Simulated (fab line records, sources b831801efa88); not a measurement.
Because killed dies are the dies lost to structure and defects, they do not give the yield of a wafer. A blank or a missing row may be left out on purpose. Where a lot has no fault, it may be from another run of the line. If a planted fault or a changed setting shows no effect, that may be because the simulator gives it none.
Which of the tools did it? | flow sky130 | Sampling: 11 lots, 33 wafers, 4 of 708 route steps

== WHAT THE GAUGES READ, wafer by wafer ==
SKY_VT_ADJUST_NCORE_CD_MEAS_07: the cd target is 380 nm.
lot  | measured     | on        | cd_nm (nm)
L324 | day 8 17:26  | cd_sem-02 | 380.4 382.2 379.9
L326 | day 9 03:19  | cd_sem-02 | 383.4 385.6 384.1
L327 | day 9 16:32  | cd_sem-02 | 383.3 381.4 381.4
L329 | day 10 05:10 | cd_sem-01 | 380.9 382.5 382.6
L330 | day 10 07:50 | cd_sem-01 | 378.9 378.8 381.5
L333 | day 11 04:38 | cd_sem-02 | 381.4 382.1 381.8
L339 | day 13 03:50 | cd_sem-01 | 382.1 383.3 381.3
L340 | day 13 10:08 | cd_sem-01 | 378.0 376.5 377.1
L341 | day 13 20:17 | cd_sem-01 | 379.5 379.8 379.8
L342 | day 13 20:25 | cd_sem-02 | 380.8 382.7 380.2
L347 | day 15 14:31 | cd_sem-01 | 378.3 376.0 380.5

SKY_LDD_HVP_TW_MEAS_10.
lot  | measured     | on            | LDD_HVP_TW
L324 | day 21 22:52 | film_metro-02 | 451 450 450
L326 | day 22 12:48 | film_metro-01 | 454 452 452
L327 | day 23 10:57 | film_metro-01 | 453 450 451
L329 | day 23 19:16 | film_metro-01 | 451 453 453
L330 | day 23 21:07 | film_metro-03 | 460 460 458
L333 | day 25 14:03 | film_metro-02 | 450 452 450
L339 | day 27 12:24 | film_metro-02 | 481 480 479 482 484 482
L340 | day 27 17:26 | film_metro-03 | 485 482 484 486 485 485
L341 | day 28 01:32 | film_metro-01 | 479 481 478 477 477 478
L342 | day 28 04:21 | film_metro-01 | 453 451 453
L347 | day 29 17:54 | film_metro-02 | 451 450 453

== TOOL THAT RAN EACH LOT (tool first, then ch and the chambers of the sampled wafers, then the start) ==
lot  | SKY_LDD_P_STRIP_10                   | SKY_LDD_HVP_IMPLANT_08
L324 | plasma_asher-04 ch 0,1, day 19 08:08 | implanter-04 ch 0, day 21 22:38
L326 | plasma_asher-02 ch 1, day 19 22:40   | implanter-04 ch 0, day 22 12:33
L327 | plasma_asher-03 ch 0,1, day 20 21:44 | implanter-04 ch 0, day 23 10:42
L329 | plasma_asher-03 ch 0,1, day 21 05:38 | implanter-03 ch 0, day 23 19:01
L330 | plasma_asher-04 ch 0,1, day 21 07:31 | implanter-01 ch 0, day 23 20:54
L333 | plasma_asher-04 ch 0,1, day 23 02:11 | implanter-03 ch 0, day 25 13:48
L339 | plasma_asher-03 ch 0, day 25 01:14   | implanter-03 ch 0, day 27 12:09
L340 | plasma_asher-02 ch 0,1, day 25 05:43 | implanter-03 ch 0, day 27 17:14
L341 | plasma_asher-03 ch 0,1, day 25 15:46 | implanter-03 ch 0, day 28 01:19
L342 | plasma_asher-04 ch 0,1, day 25 17:59 | implanter-04 ch 0, day 28 04:06
L347 | plasma_asher-02 ch 0,1, day 27 09:20 | implanter-04 ch 0, day 29 17:39
- SKY_LDD_P_STRIP_10: strips in O2/N2.
- SKY_LDD_HVP_IMPLANT_08

== AS READ BY THE TOOLS THEMSELVES (means over the sampled wafers that have a number; for cases with no such wafer, the mark the record gives instead) ==
SKY_LDD_P_STRIP_10.
lot  | tool            | drypump_motor_current_A (A) | oes_product_au (a.u.) | strip_time_to_endpoint_s (s)
L324 | plasma_asher-04 | 5.7                         | 0.712                 | 14.13
L326 | plasma_asher-02 | 5.9                         | 0.717                 | 14.16
L327 | plasma_asher-03 | 5.4                         | 0.715                 | 14.23
L329 | plasma_asher-03 | 5.4                         | 0.717                 | 14.15
L330 | plasma_asher-04 | 5.6                         | 0.715                 | 14.14
L333 | plasma_asher-04 | 5.6                         | 0.714                 | 14.20
L339 | plasma_asher-03 | 5.4                         | 0.718                 | 14.14
L340 | plasma_asher-02 | 6.2                         | 0.718                 | 14.22
L341 | plasma_asher-03 | 5.4                         | 0.717                 | 14.22
L342 | plasma_asher-04 | 5.6                         | 0.720                 | 14.19
L347 | plasma_asher-02 | 6.1                         | 0.714                 | 14.17

SKY_LDD_HVP_IMPLANT_08.
lot  | tool         | beam_on_s (s) | faraday_current_uA | tilt_deg (degrees)
L324 | implanter-04 | 9.88          | 96.8               | 17.897
L326 | implanter-04 | 10.05         | 95.3               | 17.912
L327 | implanter-04 | 9.83          | 97.3               | 17.870
L329 | implanter-03 | 9.86          | 97.1               | 17.874
L330 | implanter-01 | 9.93          | 96.4               | 17.879
L333 | implanter-03 | 10.15         | 94.7               | 17.906
L339 | implanter-03 | 12.05         | 79.6               | 17.904
L340 | implanter-03 | 12.06         | 79.2               | 17.914
L341 | implanter-03 | 12.04         | 79.7               | 17.917
L342 | implanter-04 | 9.98          | 96.1               | 17.867
L347 | implanter-04 | 10.01         | 95.9               | 17.897

== THE ANSWER, worked out from the rows above alone ==
Rule: the usual values come from the lots themselves. Put in order of their means at a reading, lots are off if they are a third of the lots or fewer, leave a main group of 4 or more, and stand apart from it by a gap of 3 or more times the standard deviation of the main group's means; of several such gaps the widest counts. A main group is skipped when, at the precision printed for the reading in the tables above, its means are all equal. A lot without any number at a reading at which 4 lots or more have one is off too. All remaining lots with rows at the step are treated as sound. The gauges are gone through in route order, then the tools' own readings, and for those a lot's mean is taken as printed above. At the first step where some lot is off, the reading lying furthest off is the one used; lots without a number count as furthest.
Off: L339, L340, L341, at SKY_LDD_HVP_TW_MEAS_10 (LDD_HVP_TW). For the main group the mean is 453 and the standard deviation 2.7.
If a tool, at a process step before that reading, ran all the lots that are off and no sound lot after the first of them, it fits. Not tried: the gauges at SKY_LDD_HVP_TW_MEAS_10; whatever is off there is also off at SKY_LDD_HVP_IMPLANT_08, on other tools, and gauge error can't account for it. One candidate fits, namely implanter-03 at SKY_LDD_HVP_IMPLANT_08. Its last sound lot is L333 (day 25 13:48), its first lot that is off L339 (day 27 12:09): a fault that began between those two fits.
The tool's own readings at SKY_LDD_HVP_IMPLANT_08 bear it out: on the lots that are off they differ by more than 5 times the standard deviation of the sound lots' means. beam_on_s reads 12.05 s there against 9.96 s on the sound lots; faraday_current_uA reads 79.5 there against 96.2 on the sound lots.

== WHAT THE SIMULATOR PUT IN ==
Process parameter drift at SKY_LDD_HVP_IMPLANT_08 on implanter-03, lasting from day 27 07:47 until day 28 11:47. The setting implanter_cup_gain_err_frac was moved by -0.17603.
Lots struck among those shown: L339, L340, L341. This agrees with what the rule above found.
